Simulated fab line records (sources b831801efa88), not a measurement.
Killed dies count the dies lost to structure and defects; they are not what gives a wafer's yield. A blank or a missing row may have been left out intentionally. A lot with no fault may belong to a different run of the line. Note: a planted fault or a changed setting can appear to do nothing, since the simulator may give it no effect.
Which tool did it? -- flow sky130 -- 10 lots with 30 wafers sampled at 5 steps, on a route of 708 steps

== WHAT THE GAUGES READ, wafer by wafer ==
SKY_SONOS_TUNNEL_CD_MEAS_07: target cd 410 nm. Usual: cd nm 410.0 nm, standard deviation 2.4.
lot,measured,on,cd nm (nm),flag
L503,day 11 03:29,cd sem-01,410.6 411.2 411.0,
L505,day 11 21:22,cd sem-01,413.0 410.6 412.3,
L506,day 12 05:10,cd sem-02,408.2 408.4 408.2,
L508,day 12 21:34,cd sem-01,406.8 406.7 407.5,
L509,day 13 04:18,cd sem-01,409.9 412.4 409.1,
L516,day 15 12:13,cd sem-02,407.7 407.2 405.6,
L523,day 18 05:20,cd sem-01,411.4 411.1 411.3,
L524,day 18 05:51,cd sem-02,414.7 412.7 413.7,
L525,day 18 17:39,cd sem-01,410.1 407.8 407.5,
L526,day 18 22:57,cd sem-01,408.2 408.3 409.3,

SKY_SONOS_ONO_THK_MEAS_03. Usual: for SONOS_ONO_CVD_02_THK the level is 10.64 nm and the standard deviation is 0.13.
lot,measured,on,SONOS_ONO_CVD_02_THK (nm),flag
L503,day 11 17:07,film metro-04,10.55 10.72 10.50,
L505,day 12 08:03,film metro-02,10.66 10.60 10.77,
L506,day 12 14:07,film metro-04,10.55 10.41 10.46,
L508,day 13 06:02,film metro-02,10.51 10.62 10.52,
L509,day 13 12:05,film metro-03,10.62 10.59 10.63,
L516,day 15 17:53,film metro-02,10.67 10.73 10.81,
L523,day 18 09:40,film metro-02,10.58 10.55 10.63,
L524,day 18 10:43,film metro-02,10.71 10.53 10.65,
L525,day 18 21:52,film metro-03,10.60 10.58 10.63,
L526,day 19 03:16,film metro-02,10.48 10.45 10.60,

SKY_SONOS_ONO_OVL_MEAS_14. Usual: for SONOS_ONO_OVL the level is -0.7 nm and the standard deviation is 1.4.
lot,measured,on,SONOS_ONO_OVL (nm),flag
L503,day 12 18:01,overlay-02,-1.8 -1.0 -0.6,
L505,day 13 10:04,overlay-01,0.1 -0.5 -2.0,
L506,day 13 15:58,overlay-02,-3.0 -1.3 -0.2,
L508,day 14 08:29,overlay-02,2.0 1.3 1.8,
L509,day 14 14:04,overlay-02,0.8 -0.1 -1.5,
L516,day 16 23:31,overlay-02,0.9 0.9 -1.4,
L523,day 19 17:14,overlay-01,-2.8 -2.7 -1.6,
L524,day 19 19:07,overlay-01,-1.0 -3.2 -3.2,
L525,day 20 05:57,overlay-01,-0.4 -1.7 -0.8,
L526,day 20 11:58,overlay-01,-3.1 -2.1 -3.3,

SKY_POLY_GATE_THK_MEAS_04. Usual: for POLY_GATE_CVD_03_THK the level is 75.8 nm and the standard deviation is 0.76.
lot,measured,on,POLY_GATE_CVD_03_THK (nm),flag
L503,day 15 05:07,film metro-04,75.8 75.8 75.8,
L505,day 15 21:02,film metro-04,76.5 75.8 76.5,
L506,day 16 05:40,film metro-01,76.8 76.5 76.5,
L508,day 16 21:04,film metro-03,54.1 54.4 53.9,OFF
L509,day 17 08:07,film metro-03,52.6 53.1 52.4,OFF
L516,day 19 19:23,film metro-04,75.1 74.3 75.1,
L523,day 22 14:58,film metro-03,76.3 76.6 76.3,
L524,day 22 16:29,film metro-03,75.7 76.1 76.1,
L525,day 23 02:22,film metro-03,77.0 76.6 76.6,
L526,day 23 06:59,film metro-01,76.2 75.6 75.9,

== WHAT TOOL EACH LOT RAN ON (gives the tool, then ch and the chambers of the sampled wafers, and finally the start) ==
lot,SKY_POLY_GATE_CVD_03
L503,"lpcvd-02 ch 0, day 15 03:42"
L505,"lpcvd-02 ch 1, day 15 19:40"
L506,"lpcvd-02 ch 1, day 16 04:18"
L508,"lpcvd-02 ch 0, day 16 19:42"
L509,"lpcvd-02 ch 0, day 17 06:46"
L516,"lpcvd-02 ch 1, day 19 18:01"
L523,"lpcvd-02 ch 1, day 22 13:35"
L524,"lpcvd-02 ch 0, day 22 15:06"
L525,"lpcvd-02 ch 1, day 23 00:59"
L526,"lpcvd-02 ch 1, day 23 05:38"
- SKY_POLY_GATE_CVD_03: deposits Si3N4 from DCS/NH3, target thk 75 nm, time 1290 s.

== WHAT THE TOOLS THEMSELVES READ (means of the sampled wafers that have a number; where no wafer has one, the mark that the record gives instead) ==
SKY_POLY_GATE_CVD_03. Usual: spike tc lower C 770.5 C, standard deviation 1.2; zone power upper pct 13.4 %, standard deviation 0.5.
lot,tool,spike tc lower C (C),zone power upper pct (%),flag
L503,lpcvd-02,768.1,13.9,
L505,lpcvd-02,771.2,13.0,
L506,lpcvd-02,770.8,12.9,
L508,lpcvd-02,768.4,13.9,
L509,lpcvd-02,770.0,14.0,
L516,lpcvd-02,771.5,13.0,
L523,lpcvd-02,770.9,12.8,
L524,lpcvd-02,769.7,14.0,
L525,lpcvd-02,770.5,13.1,
L526,lpcvd-02,771.1,13.0,

== THE ANSWER, worked out from the rows above alone ==
Rule: take the mean of a lot's wafers that have a number; if it is more than 3 standard deviations from the usual mean, the lot is off. Also off: a lot with no number at a reading for which 4 or more lots have one. All remaining lots with rows at the step are treated as sound. First the gauges in route order, then the tools' own readings, where a lot's mean is used as printed above. At the first step where some lot is off, the reading lying furthest off is the one used; lots without a number count as furthest.
Off: L508, L509, at SKY_POLY_GATE_THK_MEAS_04 (POLY_GATE_CVD_03_THK).
If a tool, at a process step before that reading, ran all the lots that are off and no sound lot after the first of them, it fits. Gauges at SKY_POLY_GATE_THK_MEAS_04: tried the same way as those tools. None of those tried fits.

== WHAT HAD BEEN PUT IN BY THE SIMULATOR ==
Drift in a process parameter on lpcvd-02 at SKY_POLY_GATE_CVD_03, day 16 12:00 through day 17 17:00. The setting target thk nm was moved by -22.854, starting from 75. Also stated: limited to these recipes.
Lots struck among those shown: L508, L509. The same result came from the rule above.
